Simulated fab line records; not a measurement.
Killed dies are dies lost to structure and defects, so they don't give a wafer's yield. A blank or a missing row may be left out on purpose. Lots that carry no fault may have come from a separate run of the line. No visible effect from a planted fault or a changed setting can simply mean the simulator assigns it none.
2 desks looking at one fault || flow sky130 || each desk holds nothing but its own numbers, with what lay behind them at the end

## THE METROLOGY DESK
Lot by lot, what the gauges showed, no matter which tool ran the lot: averages of those sampled wafers that carry a number. A lot is out of limits, marked OUT, if its mean lies more than 4 standard deviations from the usual mean; the brackets give that distance.
Columns: A = VIA4_OVL at SKY_VIA4_OVL_MEAS_11, usual -0.7 nm
{"lot": "L199", "first seen here": "day 42 19:56", "A": -0.7}
{"lot": "L202", "first seen here": "day 43 20:25", "A": -0.6}
{"lot": "L203", "first seen here": "day 43 23:17", "A": -0.8}
{"lot": "L205", "first seen here": "day 44 15:26", "A": -0.3}
{"lot": "L206", "first seen here": "day 44 21:07", "A": -1.6}
{"lot": "L207", "first seen here": "day 44 23:43", "A": 1.3}
{"lot": "L209", "first seen here": "day 45 14:49", "A": -1.4}
{"lot": "L213", "first seen here": "day 46 22:54", "A": -2.5}
{"lot": "L219", "first seen here": "day 48 04:58", "A": -0.8}
{"lot": "L220", "first seen here": "day 48 07:36", "A": -1.5}
{"lot": "L221", "first seen here": "day 48 12:16", "A": -0.1}
{"lot": "L222", "first seen here": "day 48 16:07", "A": -1.7}
Finding of this desk: none of the 12 lots has anything out of limits.

## FOR THE TOOL OWNER'S DESK: pvd sputter-01
The tool's own readings at SKY_METAL3_SPUTTER_02 (material AlCu, target thk 735 nm, time 39.1 s): means of the sampled wafers that have a number, for each lot that ran on this tool. A lot is out of limits, marked OUT, if its mean lies more than 4 standard deviations from the usual mean; the brackets give that distance.
Columns: A = cathode dc power W at SKY_METAL3_SPUTTER_02, usual 10600 W; B = throttle valve pct at SKY_METAL3_SPUTTER_02, usual 29.7 %
{"lot": "L199", "first seen here": "day 36 09:05", "A": 10602, "B": 29.7}
{"lot": "L202", "first seen here": "day 37 10:54", "A": 10600, "B": 29.9}
{"lot": "L205", "first seen here": "day 38 10:30", "A": 10598, "B": 29.2}
{"lot": "L207", "first seen here": "day 38 20:35", "A": 10598, "B": 29.2}
{"lot": "L209", "first seen here": "day 39 12:21", "A": 10599, "B": 29.4}
{"lot": "L220", "first seen here": "day 42 17:14", "A": 10600, "B": 28.7}
{"lot": "L222", "first seen here": "day 43 03:40", "A": 10601, "B": 29.9}
Finding of this desk: none of the 7 lots has anything out of limits.

## BROUGHT TOGETHER
From the metrology desk's view, nothing was out of limits.
Nothing out of limits was seen by the tool owner's desk.

## WHAT THE SIMULATOR PUT IN
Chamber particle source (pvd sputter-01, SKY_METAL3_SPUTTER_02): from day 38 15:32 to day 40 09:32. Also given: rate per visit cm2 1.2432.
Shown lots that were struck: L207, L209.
